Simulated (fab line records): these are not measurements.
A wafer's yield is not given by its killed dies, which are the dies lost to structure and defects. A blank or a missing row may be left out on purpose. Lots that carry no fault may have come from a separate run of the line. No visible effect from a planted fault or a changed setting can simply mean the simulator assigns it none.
Which of the tools did it? ; flow sky130 ; 42 wafers from 14 lots sampled at 3 of the route's 708 steps

## WHAT THE GAUGES SHOWED, per wafer
The record holds no reading of a measuring or inspecting step that can be judged against a usual standard deviation.

## WHAT TOOL EACH LOT RAN ON (gives the tool, then ch and the chambers of the sampled wafers, and finally the start)
lot;SKY_LI_CONTACT_ETCH_14;SKY_LI_CONTACT_STRIP_16;SKY_PAD_OPEN_PROBE_99
L453;rieDiel-03 ch 1,2, day 28 20:00;plasmaAsher-01 ch 0,1, day 28 20:08;-
L454;rieDiel-02 ch 0,1,3, day 29 01:37;plasmaAsher-02 ch 0,1, day 29 01:45;-
L455;rieDiel-02 ch 1,2, day 29 18:13;plasmaAsher-01 ch 0,1, day 29 18:21;-
L457;rieDiel-03 ch 0,2,3, day 30 10:55;plasmaAsher-01 ch 0,1, day 30 11:03;-
L462;rieDiel-02 ch 1,2,3, day 31 23:43;plasmaAsher-02 ch 0,1, day 31 23:51;-
L463;rieDiel-02 ch 0,3, day 32 05:40;plasmaAsher-04 ch 0,1, day 32 05:48;prober-01, day 48 04:57
L465;rieDiel-03 ch 0,2, day 32 14:09;plasmaAsher-01 ch 0,1, day 32 14:19;-
L466;rieDiel-03 ch 2,3, day 32 21:25;plasmaAsher-04 ch 0,1, day 32 21:33;-
L470;rieDiel-04 ch 2,3, day 34 08:56;plasmaAsher-02 ch 0,1, day 34 09:03;-
L472;rieDiel-03 ch 0,1, day 35 05:01;plasmaAsher-02 ch 0, day 35 05:08;-
L471;rieDiel-04 ch 1,3, day 35 07:05;plasmaAsher-02 ch 0,1, day 35 07:12;-
L473;rieDiel-04 ch 0,3, day 35 16:53;plasmaAsher-02 ch 1, day 35 17:00;-
L474;rieDiel-04 ch 0,1,3, day 35 18:40;plasmaAsher-02 ch 1, day 35 18:48;-
L475;rieDiel-02 ch 0,2,3, day 35 21:37;plasmaAsher-04 ch 0, day 35 21:45;-
- SKY_LI_CONTACT_ETCH_14: etches BARC in N2/H2, stops on SiO2, time 45.9 s, target depth 60 nm.
- SKY_LI_CONTACT_STRIP_16: strips in O2/N2.
- SKY_PAD_OPEN_PROBE_99

## WHAT THE TOOLS THEMSELVES READ (means of the sampled wafers that have a number; where no wafer has one, the mark that the record gives instead)
SKY_LI_CONTACT_ETCH_14. Usual: chamberPressureMTorr 30.004 mTorr, standard deviation 0.025; drypumpMotorCurrentA 5.8 A, standard deviation 0.38; oesProductAu 0.854 a.u., standard deviation 0.0049; runLengthS 74.1 s, standard deviation 0.41; throttleValvePct 13.224 %, standard deviation 0.01.
lot;tool;chamberPressureMTorr (mTorr);drypumpMotorCurrentA (A);oesProductAu (a.u.);runLengthS (s);throttleValvePct (%);flag
L453;rieDiel-03;30.021;5.4;0.858;73.9;13.214;
L454;rieDiel-02;30.018;5.6;0.860;74.2;13.227;
L455;rieDiel-02;30.010;5.8;0.857;73.7;13.217;
L457;rieDiel-03;30.014;5.9;0.851;74.3;13.218;
L462;rieDiel-02;30.027;5.9;1.003;44.0;13.241;OFF
L463;rieDiel-02;29.994;5.5;0.904;64.2;13.223;OFF
L465;rieDiel-03;29.997;5.7;0.855;74.3;13.230;
L466;rieDiel-03;29.992;6.0;0.858;74.1;13.224;
L470;rieDiel-04;30.017;6.1;0.853;74.2;13.227;
L472;rieDiel-03;30.052;5.7;0.858;74.4;13.238;
L471;rieDiel-04;30.008;5.5;0.856;73.6;13.221;
L473;rieDiel-04;30.014;5.7;0.855;74.1;13.225;
L474;rieDiel-04;30.029;5.7;0.850;73.8;13.215;
L475;rieDiel-02;30.013;5.9;0.849;74.4;13.223;

SKY_LI_CONTACT_STRIP_16. Usual: chamberPressureMTorr 1499.9 mTorr, standard deviation 1.3; drypumpMotorCurrentA 5.7 A, standard deviation 0.53; oesProductAu 0.376 a.u., standard deviation 0.0041; stripTimeToEndpointS 3.494 s, standard deviation 0.027.
lot;tool;chamberPressureMTorr (mTorr);drypumpMotorCurrentA (A);oesProductAu (a.u.);stripTimeToEndpointS (s);flag
L453;plasmaAsher-01;1499.9;5.9;0.379;3.504;
L454;plasmaAsher-02;1499.7;5.9;0.375;3.464;
L455;plasmaAsher-01;1499.5;5.5;0.376;3.477;
L457;plasmaAsher-01;1500.4;5.9;0.378;3.491;
L462;plasmaAsher-02;1500.1;5.9;0.387;3.787;OFF
L463;plasmaAsher-04;1501.2;5.8;0.381;3.586;OFF
L465;plasmaAsher-01;1499.6;5.5;0.377;3.489;
L466;plasmaAsher-04;1500.3;5.5;0.371;3.524;
L470;plasmaAsher-02;1500.5;5.6;0.375;3.486;
L472;plasmaAsher-02;1500.3;6.1;0.378;3.502;
L471;plasmaAsher-02;1500.9;5.6;0.375;3.489;
L473;plasmaAsher-02;1500.3;5.5;0.377;3.488;
L474;plasmaAsher-02;1499.9;5.5;0.378;3.477;
L475;plasmaAsher-04;1498.4;6.1;0.372;3.480;

SKY_PAD_OPEN_PROBE_99. Usual: killed_at_M0_to_M3 42, standard deviation 7.4; killed_at_M4_up 3.4, standard deviation 1.8; killedAtContacts 25, standard deviation 5.4; killedAtFrontEnd 15, standard deviation 4.4; killedAtOther 0.2, standard deviation 0.52; killedDies 86, standard deviation 9.3; killedOpen 47, standard deviation 7.6; killedShort 39, standard deviation 6.5.
lot;tool;killed_at_M0_to_M3;killed_at_M4_up;killedAtContacts;killedAtFrontEnd;killedAtOther;killedDies;killedOpen;killedShort;flag
L463;prober-01;28;1.0;30;5;0.0;64;42;22;

## THE ANSWER, worked out from the rows above alone
Rule: take the mean of a lot's wafers that have a number; if it is more than 3 standard deviations from the usual mean, the lot is off. A lot without any number at a reading at which 4 lots or more have one is off too. Any other lot the step has rows for is counted as sound. Order of review: gauges by route order, followed by the tools' own readings, for which a lot's mean as printed above is used. At the first step where some lot is off, the reading lying furthest off is the one used; lots without a number count as furthest.
Off, at SKY_LI_CONTACT_ETCH_14 on runLengthS: L462, L463.
If a tool, at that step or one of the process steps before it, ran each lot that is off and ran no sound lot following the first of them, it fits. Of those tried, none fits.

## WHAT HAD BEEN PUT IN BY THE SIMULATOR
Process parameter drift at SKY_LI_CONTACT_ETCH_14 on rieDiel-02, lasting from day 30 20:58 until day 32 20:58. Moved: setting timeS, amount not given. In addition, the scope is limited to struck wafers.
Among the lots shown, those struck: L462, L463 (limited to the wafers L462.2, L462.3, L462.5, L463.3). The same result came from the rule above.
